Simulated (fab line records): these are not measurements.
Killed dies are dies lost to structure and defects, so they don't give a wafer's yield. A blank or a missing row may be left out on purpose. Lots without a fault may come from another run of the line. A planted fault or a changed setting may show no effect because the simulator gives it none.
Which tool did it? :: flow sky130 :: 42 wafers from 14 lots sampled at 6 of the route's 708 steps

WHAT THE GAUGES SHOWED, per wafer
No reading from a measuring or inspecting step in the record can be judged against a usual standard deviation.

EACH LOT AND THE TOOL THAT RAN IT (in order: tool; ch and the chambers of the sampled wafers; start)
lot: L957
SKY_LI_CONTACT_ETCH_15: rie_diel-01 ch 0,1,3, day 29 09:02
SKY_LOCAL_INTERCONNECT_STRIP_15: plasma_asher-03 ch 0,1, day 30 14:25
SKY_CONTACT_CMP_04: cmp-02 ch 1,3, day 30 15:17
SKY_CAP2M_METAL_ETCH_13: rie_metal-03 ch 0,1, day 41 00:56
SKY_CAP2M_STRIP_14: plasma_asher-04 ch 0,1, day 41 01:01
SKY_METAL4_ETCH_17: rie_diel-04 ch 0,2,3, day 42 01:47

lot: L958
SKY_LI_CONTACT_ETCH_15: rie_diel-01 ch 0,1, day 29 14:05
SKY_LOCAL_INTERCONNECT_STRIP_15: plasma_asher-01 ch 0,1, day 30 19:55
SKY_CONTACT_CMP_04: cmp-01 ch 0,1,3, day 30 20:47
SKY_CAP2M_METAL_ETCH_13: rie_metal-03 ch 1, day 41 02:36
SKY_CAP2M_STRIP_14: plasma_asher-02 ch 0,1, day 41 02:41
SKY_METAL4_ETCH_17: rie_diel-01 ch 2,3, day 42 03:27

lot: L961
SKY_LI_CONTACT_ETCH_15: rie_diel-01 ch 0,2,3, day 30 09:59
SKY_LOCAL_INTERCONNECT_STRIP_15: plasma_asher-04 ch 0,1, day 31 15:50
SKY_CONTACT_CMP_04: cmp-02 ch 0,1,2, day 31 16:45
SKY_CAP2M_METAL_ETCH_13: rie_metal-03 ch 0,1, day 42 01:38
SKY_CAP2M_STRIP_14: plasma_asher-04 ch 0,1, day 42 01:43
SKY_METAL4_ETCH_17: rie_diel-03 ch 1,2,3, day 43 01:29

lot: L960
SKY_LI_CONTACT_ETCH_15: rie_diel-03 ch 1,2, day 30 11:30
SKY_LOCAL_INTERCONNECT_STRIP_15: plasma_asher-01 ch 0,1, day 31 16:53
SKY_CONTACT_CMP_04: cmp-01 ch 1,2,3, day 31 17:45
SKY_CAP2M_METAL_ETCH_13: rie_metal-03 ch 0,1, day 42 02:31
SKY_CAP2M_STRIP_14: plasma_asher-04 ch 0,1, day 42 02:35
SKY_METAL4_ETCH_17: rie_diel-03 ch 0,1,3, day 43 02:26

lot: L962
SKY_LI_CONTACT_ETCH_15: rie_diel-01 ch 0,2,3, day 31 07:00
SKY_LOCAL_INTERCONNECT_STRIP_15: plasma_asher-04 ch 0,1, day 32 11:34
SKY_CONTACT_CMP_04: cmp-01 ch 0,1,3, day 32 12:23
SKY_CAP2M_METAL_ETCH_13: rie_metal-04 ch 0,1, day 42 10:48
SKY_CAP2M_STRIP_14: plasma_asher-03 ch 0,1, day 42 10:53
SKY_METAL4_ETCH_17: rie_diel-03 ch 0,1,3, day 43 10:30

lot: L963
SKY_LI_CONTACT_ETCH_15: rie_diel-02 ch 1,2,3, day 31 10:56
SKY_LOCAL_INTERCONNECT_STRIP_15: plasma_asher-03 ch 0,1, day 32 15:52
SKY_CONTACT_CMP_04: cmp-02 ch 1,2,3, day 32 16:43
SKY_CAP2M_METAL_ETCH_13: rie_metal-03 ch 0,1, day 42 17:26
SKY_CAP2M_STRIP_14: plasma_asher-04 ch 0,1, day 42 17:31
SKY_METAL4_ETCH_17: rie_diel-03 ch 1,2,3, day 43 15:45

lot: L964
SKY_LI_CONTACT_ETCH_15: rie_diel-01 ch 0,1,3, day 31 21:34
SKY_LOCAL_INTERCONNECT_STRIP_15: plasma_asher-01 ch 0,1, day 33 02:24
SKY_CONTACT_CMP_04: cmp-02 ch 0,2, day 33 03:17
SKY_CAP2M_METAL_ETCH_13: rie_metal-01 ch 0, day 42 23:54
SKY_CAP2M_STRIP_14: plasma_asher-02 ch 0,1, day 42 23:59
SKY_METAL4_ETCH_17: rie_diel-04 ch 0,2,3, day 43 23:15

lot: L971
SKY_LI_CONTACT_ETCH_15: rie_diel-03 ch 2,3, day 34 01:06
SKY_LOCAL_INTERCONNECT_STRIP_15: plasma_asher-04 ch 0,1, day 35 05:10
SKY_CONTACT_CMP_04: cmp-01 ch 0,1,3, day 35 06:10
SKY_CAP2M_METAL_ETCH_13: rie_metal-04 ch 0,1, day 45 01:31
SKY_CAP2M_STRIP_14: plasma_asher-02 ch 0,1, day 45 01:36
SKY_METAL4_ETCH_17: rie_diel-01 ch 2,3, day 45 23:59

lot: L973
SKY_LI_CONTACT_ETCH_15: rie_diel-02 ch 0,2,3, day 34 17:09
SKY_LOCAL_INTERCONNECT_STRIP_15: plasma_asher-03 ch 0,1, day 35 20:50
SKY_CONTACT_CMP_04: cmp-02 ch 0,2,3, day 35 21:40
SKY_CAP2M_METAL_ETCH_13: rie_metal-03 ch 0,1, day 45 08:26
SKY_CAP2M_STRIP_14: plasma_asher-02 ch 0,1, day 45 08:31
SKY_METAL4_ETCH_17: rie_diel-01 ch 1,3, day 46 06:43

lot: L974
SKY_LI_CONTACT_ETCH_15: rie_diel-02 ch 0,1, day 35 07:57
SKY_LOCAL_INTERCONNECT_STRIP_15: plasma_asher-01 ch 0,1, day 36 11:20
SKY_CONTACT_CMP_04: cmp-02 ch 0,2, day 36 12:13
SKY_CAP2M_METAL_ETCH_13: rie_metal-04 ch 0,1, day 46 07:24
SKY_CAP2M_STRIP_14: plasma_asher-04 ch 0,1, day 46 07:29
SKY_METAL4_ETCH_17: rie_diel-03 ch 0,1,3, day 47 05:02

lot: L975
SKY_LI_CONTACT_ETCH_15: rie_diel-01 ch 0,2,3, day 35 08:54
SKY_LOCAL_INTERCONNECT_STRIP_15: plasma_asher-04 ch 0,1, day 36 12:08
SKY_CONTACT_CMP_04: cmp-02 ch 0,1, day 36 12:59
SKY_CAP2M_METAL_ETCH_13: rie_metal-01 ch 0,1, day 46 07:06
SKY_CAP2M_STRIP_14: plasma_asher-02 ch 0,1, day 46 07:11
SKY_METAL4_ETCH_17: rie_diel-04 ch 0,1,2, day 47 05:23

lot: L977
SKY_LI_CONTACT_ETCH_15: rie_diel-01 ch 2,3, day 35 15:27
SKY_LOCAL_INTERCONNECT_STRIP_15: plasma_asher-01 ch 0,1, day 36 19:19
SKY_CONTACT_CMP_04: cmp-01 ch 0,1,2, day 36 20:15
SKY_CAP2M_METAL_ETCH_13: rie_metal-01 ch 0,1, day 46 08:02
SKY_CAP2M_STRIP_14: plasma_asher-03 ch 0,1, day 46 08:07
SKY_METAL4_ETCH_17: rie_diel-01 ch 0,3, day 47 05:37

lot: L978
SKY_LI_CONTACT_ETCH_15: rie_diel-01 ch 0,1,3, day 36 00:52
SKY_LOCAL_INTERCONNECT_STRIP_15: plasma_asher-03 ch 0,1, day 37 04:01
SKY_CONTACT_CMP_04: cmp-01 ch 0,1,3, day 37 04:55
SKY_CAP2M_METAL_ETCH_13: rie_metal-03 ch 0,1, day 46 10:16
SKY_CAP2M_STRIP_14: plasma_asher-02 ch 0,1, day 46 10:20
SKY_METAL4_ETCH_17: rie_diel-04 ch 1,2,3, day 47 07:41

lot: L980
SKY_LI_CONTACT_ETCH_15: rie_diel-02 ch 1,2,3, day 36 18:06
SKY_LOCAL_INTERCONNECT_STRIP_15: plasma_asher-04 ch 0,1, day 37 21:53
SKY_CONTACT_CMP_04: cmp-02 ch 0,1,2, day 37 22:43
SKY_CAP2M_METAL_ETCH_13: rie_metal-04 ch 0,1, day 47 04:05
SKY_CAP2M_STRIP_14: plasma_asher-03 ch 0,1, day 47 04:10
SKY_METAL4_ETCH_17: rie_diel-01 ch 0,1,3, day 48 01:26
- SKY_LI_CONTACT_ETCH_15: etches PSG in C4F8/O2/Ar, stops on Si, target depth 600 nm.
- SKY_LOCAL_INTERCONNECT_STRIP_15: strips in O2/N2.
- SKY_CONTACT_CMP_04: polishes SiO2.
- SKY_CAP2M_METAL_ETCH_13: etches TiN in Cl2/BCl3, stops on SiO2, target depth 220 nm, time 62.9 s.
- SKY_CAP2M_STRIP_14: strips in O2/N2.
- SKY_METAL4_ETCH_17: etches SiO2 in C4F8/O2/Ar, stops on TiN, time 3.9 s, target depth 15 nm.

AS READ BY THE TOOLS THEMSELVES (means over the sampled wafers that have a number; for cases with no such wafer, the mark the record gives instead)
SKY_LI_CONTACT_ETCH_15.
lot: L957
tool: rie_diel-01
oes_product_au (a.u.): 0.834

lot: L958
tool: rie_diel-01
oes_product_au (a.u.): 0.832

lot: L961
tool: rie_diel-01
oes_product_au (a.u.): 0.835

lot: L960
tool: rie_diel-03
oes_product_au (a.u.): 0.839

lot: L962
tool: rie_diel-01
oes_product_au (a.u.): 0.833

lot: L963
tool: rie_diel-02
oes_product_au (a.u.): 0.840

lot: L964
tool: rie_diel-01
oes_product_au (a.u.): 0.836

lot: L971
tool: rie_diel-03
oes_product_au (a.u.): 0.835

lot: L973
tool: rie_diel-02
oes_product_au (a.u.): 0.833

lot: L974
tool: rie_diel-02
oes_product_au (a.u.): 0.836

lot: L975
tool: rie_diel-01
oes_product_au (a.u.): 0.837

lot: L977
tool: rie_diel-01
oes_product_au (a.u.): 0.835

lot: L978
tool: rie_diel-01
oes_product_au (a.u.): 0.839

lot: L980
tool: rie_diel-02
oes_product_au (a.u.): 0.842

SKY_LOCAL_INTERCONNECT_STRIP_15.
lot: L957
tool: plasma_asher-03
drypump_motor_current_A (A): 5.9
oes_product_au (a.u.): 0.426
strip_time_to_endpoint_s (s): 4.645

lot: L958
tool: plasma_asher-01
drypump_motor_current_A (A): 5.7
oes_product_au (a.u.): 0.425
strip_time_to_endpoint_s (s): 4.657

lot: L961
tool: plasma_asher-04
drypump_motor_current_A (A): 6.2
oes_product_au (a.u.): 0.422
strip_time_to_endpoint_s (s): 4.635

lot: L960
tool: plasma_asher-01
drypump_motor_current_A (A): 5.7
oes_product_au (a.u.): 0.424
strip_time_to_endpoint_s (s): 4.639

lot: L962
tool: plasma_asher-04
drypump_motor_current_A (A): 5.7
oes_product_au (a.u.): 0.424
strip_time_to_endpoint_s (s): 4.622

lot: L963
tool: plasma_asher-03
drypump_motor_current_A (A): 6.0
oes_product_au (a.u.): 0.423
strip_time_to_endpoint_s (s): 4.660

lot: L964
tool: plasma_asher-01
drypump_motor_current_A (A): 5.7
oes_product_au (a.u.): 0.423
strip_time_to_endpoint_s (s): 4.650

lot: L971
tool: plasma_asher-04
drypump_motor_current_A (A): 5.7
oes_product_au (a.u.): 0.425
strip_time_to_endpoint_s (s): 4.672

lot: L973
tool: plasma_asher-03
drypump_motor_current_A (A): 5.9
oes_product_au (a.u.): 0.423
strip_time_to_endpoint_s (s): 4.653

lot: L974
tool: plasma_asher-01
drypump_motor_current_A (A): 5.3
oes_product_au (a.u.): 0.421
strip_time_to_endpoint_s (s): 4.617

lot: L975
tool: plasma_asher-04
drypump_motor_current_A (A): 6.1
oes_product_au (a.u.): 0.426
strip_time_to_endpoint_s (s): 4.660

lot: L977
tool: plasma_asher-01
drypump_motor_current_A (A): 5.7
oes_product_au (a.u.): 0.422
strip_time_to_endpoint_s (s): 4.644

lot: L978
tool: plasma_asher-03
drypump_motor_current_A (A): 6.0
oes_product_au (a.u.): 0.423
strip_time_to_endpoint_s (s): 4.655

lot: L980
tool: plasma_asher-04
drypump_motor_current_A (A): 6.1
oes_product_au (a.u.): 0.421
strip_time_to_endpoint_s (s): 4.655

SKY_CONTACT_CMP_04.
lot: L957
tool: cmp-02
motor_current_A (A): 12.8
slurry_filter_dp_kPa (kPa): 13.54
slurry_flow_ml_min: 150.1
time_to_endpoint_s (s): 85

lot: L958
tool: cmp-01
motor_current_A (A): 12.4
slurry_filter_dp_kPa (kPa): 13.54
slurry_flow_ml_min: 149.7
time_to_endpoint_s (s): 85

lot: L961
tool: cmp-02
motor_current_A (A): 12.2
slurry_filter_dp_kPa (kPa): 13.67
slurry_flow_ml_min: 149.7
time_to_endpoint_s (s): 85

lot: L960
tool: cmp-01
motor_current_A (A): 12.6
slurry_filter_dp_kPa (kPa): 13.58
slurry_flow_ml_min: 149.4
time_to_endpoint_s (s): 86

lot: L962
tool: cmp-01
motor_current_A (A): 12.9
slurry_filter_dp_kPa (kPa): 13.47
slurry_flow_ml_min: 149.9
time_to_endpoint_s (s): 78

lot: L963
tool: cmp-02
motor_current_A (A): 12.0
slurry_filter_dp_kPa (kPa): 13.42
slurry_flow_ml_min: 150.4
time_to_endpoint_s (s): 81

lot: L964
tool: cmp-02
motor_current_A (A): 11.2
slurry_filter_dp_kPa (kPa): 13.67
slurry_flow_ml_min: 150.3
time_to_endpoint_s (s): 78

lot: L971
tool: cmp-01
motor_current_A (A): 12.8
slurry_filter_dp_kPa (kPa): 13.42
slurry_flow_ml_min: 150.5
time_to_endpoint_s (s): 82

lot: L973
tool: cmp-02
motor_current_A (A): 12.1
slurry_filter_dp_kPa (kPa): 13.48
slurry_flow_ml_min: 150.5
time_to_endpoint_s (s): 81

lot: L974
tool: cmp-02
motor_current_A (A): 11.2
slurry_filter_dp_kPa (kPa): 13.45
slurry_flow_ml_min: 150.3
time_to_endpoint_s (s): 78

lot: L975
tool: cmp-02
motor_current_A (A): 13.8
slurry_filter_dp_kPa (kPa): 13.48
slurry_flow_ml_min: 149.5
time_to_endpoint_s (s): 86

lot: L977
tool: cmp-01
motor_current_A (A): 11.9
slurry_filter_dp_kPa (kPa): 13.53
slurry_flow_ml_min: 149.7
time_to_endpoint_s (s): 79

lot: L978
tool: cmp-01
motor_current_A (A): 12.7
slurry_filter_dp_kPa (kPa): 13.54
slurry_flow_ml_min: 150.0
time_to_endpoint_s (s): 80

lot: L980
tool: cmp-02
motor_current_A (A): 12.3
slurry_filter_dp_kPa (kPa): 13.47
slurry_flow_ml_min: 149.8
time_to_endpoint_s (s): 84

SKY_CAP2M_METAL_ETCH_13.
lot: L957
tool: rie_metal-03
drypump_motor_current_A (A): 5.3
oes_product_au (a.u.): 0.951
run_length_s (s): 91.5
throttle_valve_pct (%): 21.894

lot: L958
tool: rie_metal-03
drypump_motor_current_A (A): 5.4
oes_product_au (a.u.): 0.946
run_length_s (s): 91.2
throttle_valve_pct (%): 21.894

lot: L961
tool: rie_metal-03
drypump_motor_current_A (A): 5.3
oes_product_au (a.u.): 0.945
run_length_s (s): 91.4
throttle_valve_pct (%): 21.895

lot: L960
tool: rie_metal-03
drypump_motor_current_A (A): 5.3
oes_product_au (a.u.): 0.823
run_length_s (s): 106.5
throttle_valve_pct (%): 21.978

lot: L962
tool: rie_metal-04
drypump_motor_current_A (A): 5.9
oes_product_au (a.u.): 0.936
run_length_s (s): 90.8
throttle_valve_pct (%): 21.906

lot: L963
tool: rie_metal-03
drypump_motor_current_A (A): 5.2
oes_product_au (a.u.): 0.847
run_length_s (s): 106.6
throttle_valve_pct (%): 21.971

lot: L964
tool: rie_metal-01
drypump_motor_current_A (A): 5.4
oes_product_au (a.u.): 0.939
run_length_s (s): 91.3
throttle_valve_pct (%): 21.903

lot: L971
tool: rie_metal-04
drypump_motor_current_A (A): 5.8
oes_product_au (a.u.): 0.954
run_length_s (s): 90.6
throttle_valve_pct (%): 21.891

lot: L973
tool: rie_metal-03
drypump_motor_current_A (A): 5.2
oes_product_au (a.u.): 0.943
run_length_s (s): 91.5
throttle_valve_pct (%): 21.905

lot: L974
tool: rie_metal-04
drypump_motor_current_A (A): 5.8
oes_product_au (a.u.): 0.945
run_length_s (s): 90.8
throttle_valve_pct (%): 21.900

lot: L975
tool: rie_metal-01
drypump_motor_current_A (A): 5.2
oes_product_au (a.u.): 0.947
run_length_s (s): 91.8
throttle_valve_pct (%): 21.892

lot: L977
tool: rie_metal-01
drypump_motor_current_A (A): 5.3
oes_product_au (a.u.): 0.941
run_length_s (s): 91.6
throttle_valve_pct (%): 21.905

lot: L978
tool: rie_metal-03
drypump_motor_current_A (A): 5.2
oes_product_au (a.u.): 0.943
run_length_s (s): 91.5
throttle_valve_pct (%): 21.901

lot: L980
tool: rie_metal-04
drypump_motor_current_A (A): 5.9
oes_product_au (a.u.): 0.943
run_length_s (s): 90.7
throttle_valve_pct (%): 21.900

SKY_CAP2M_STRIP_14.
lot: L957
tool: plasma_asher-04
drypump_motor_current_A (A): 5.7
oes_product_au (a.u.): 0.709
strip_time_to_endpoint_s (s): 12.67

lot: L958
tool: plasma_asher-02
drypump_motor_current_A (A): 5.1
oes_product_au (a.u.): 0.712
strip_time_to_endpoint_s (s): 12.69

lot: L961
tool: plasma_asher-04
drypump_motor_current_A (A): 6.2
oes_product_au (a.u.): 0.709
strip_time_to_endpoint_s (s): 12.64

lot: L960
tool: plasma_asher-04
drypump_motor_current_A (A): 5.7
oes_product_au (a.u.): 0.714
strip_time_to_endpoint_s (s): 12.31

lot: L962
tool: plasma_asher-03
drypump_motor_current_A (A): 5.9
oes_product_au (a.u.): 0.712
strip_time_to_endpoint_s (s): 12.68

lot: L963
tool: plasma_asher-04
drypump_motor_current_A (A): 6.2
oes_product_au (a.u.): 0.710
strip_time_to_endpoint_s (s): 12.27

lot: L964
tool: plasma_asher-02
drypump_motor_current_A (A): 5.1
oes_product_au (a.u.): 0.712
strip_time_to_endpoint_s (s): 12.69

lot: L971
tool: plasma_asher-02
drypump_motor_current_A (A): 5.1
oes_product_au (a.u.): 0.712
strip_time_to_endpoint_s (s): 12.61

lot: L973
tool: plasma_asher-02
drypump_motor_current_A (A): 5.1
oes_product_au (a.u.): 0.710
strip_time_to_endpoint_s (s): 12.66

lot: L974
tool: plasma_asher-04
drypump_motor_current_A (A): 6.2
oes_product_au (a.u.): 0.709
strip_time_to_endpoint_s (s): 12.64

lot: L975
tool: plasma_asher-02
drypump_motor_current_A (A): 5.2
oes_product_au (a.u.): 0.705
strip_time_to_endpoint_s (s): 12.64

lot: L977
tool: plasma_asher-03
drypump_motor_current_A (A): 6.0
oes_product_au (a.u.): 0.712
strip_time_to_endpoint_s (s): 12.65

lot: L978
tool: plasma_asher-02
drypump_motor_current_A (A): 5.1
oes_product_au (a.u.): 0.707
strip_time_to_endpoint_s (s): 12.62

lot: L980
tool: plasma_asher-03
drypump_motor_current_A (A): 6.0
oes_product_au (a.u.): 0.711
strip_time_to_endpoint_s (s): 12.63

SKY_METAL4_ETCH_17.
lot: L957
tool: rie_diel-04
oes_product_au (a.u.): 0.748

lot: L958
tool: rie_diel-01
oes_product_au (a.u.): 0.756

lot: L961
tool: rie_diel-03
oes_product_au (a.u.): 0.751

lot: L960
tool: rie_diel-03
oes_product_au (a.u.): 0.625

lot: L962
tool: rie_diel-03
oes_product_au (a.u.): 0.753

lot: L963
tool: rie_diel-03
oes_product_au (a.u.): 0.620

lot: L964
tool: rie_diel-04
oes_product_au (a.u.): 0.748

lot: L971
tool: rie_diel-01
oes_product_au (a.u.): 0.753

lot: L973
tool: rie_diel-01
oes_product_au (a.u.): 0.748

lot: L974
tool: rie_diel-03
oes_product_au (a.u.): 0.742

lot: L975
tool: rie_diel-04
oes_product_au (a.u.): 0.751

lot: L977
tool: rie_diel-01
oes_product_au (a.u.): 0.757

lot: L978
tool: rie_diel-04
oes_product_au (a.u.): 0.762

lot: L980
tool: rie_diel-01
oes_product_au (a.u.): 0.747

THE ANSWER, worked out from the rows above alone
Rule: the lots themselves supply what counts as usual. The widest of any qualifying gaps counts: lots, ordered by their means at a reading, are off when they make up no more than a third of the lots, leave a main group of 4 or more, and stand apart from it by 3 or more times the standard deviation of that group's means. A main group is skipped when, at the precision printed for the reading in the tables above, its means are all equal. Also off: a lot with no number at a reading for which 4 or more lots have one. Where the step has rows for the other lots, those lots are counted as sound. First the gauges in route order, then the tools' own readings, where a lot's mean is used as printed above. The first step at which some lot is off is used, and at that step the reading that is off furthest; a lot without a number counts as furthest.
Off at SKY_CAP2M_METAL_ETCH_13 (run_length_s): L960, L963. For the main group the mean is 91.2 s and the standard deviation 0.38.
A tool fits if, at that step or a process step before it, it ran every lot that is off, and no sound lot after the first of them. Of those tried, none fits.

WHAT THE SIMULATOR PUT IN
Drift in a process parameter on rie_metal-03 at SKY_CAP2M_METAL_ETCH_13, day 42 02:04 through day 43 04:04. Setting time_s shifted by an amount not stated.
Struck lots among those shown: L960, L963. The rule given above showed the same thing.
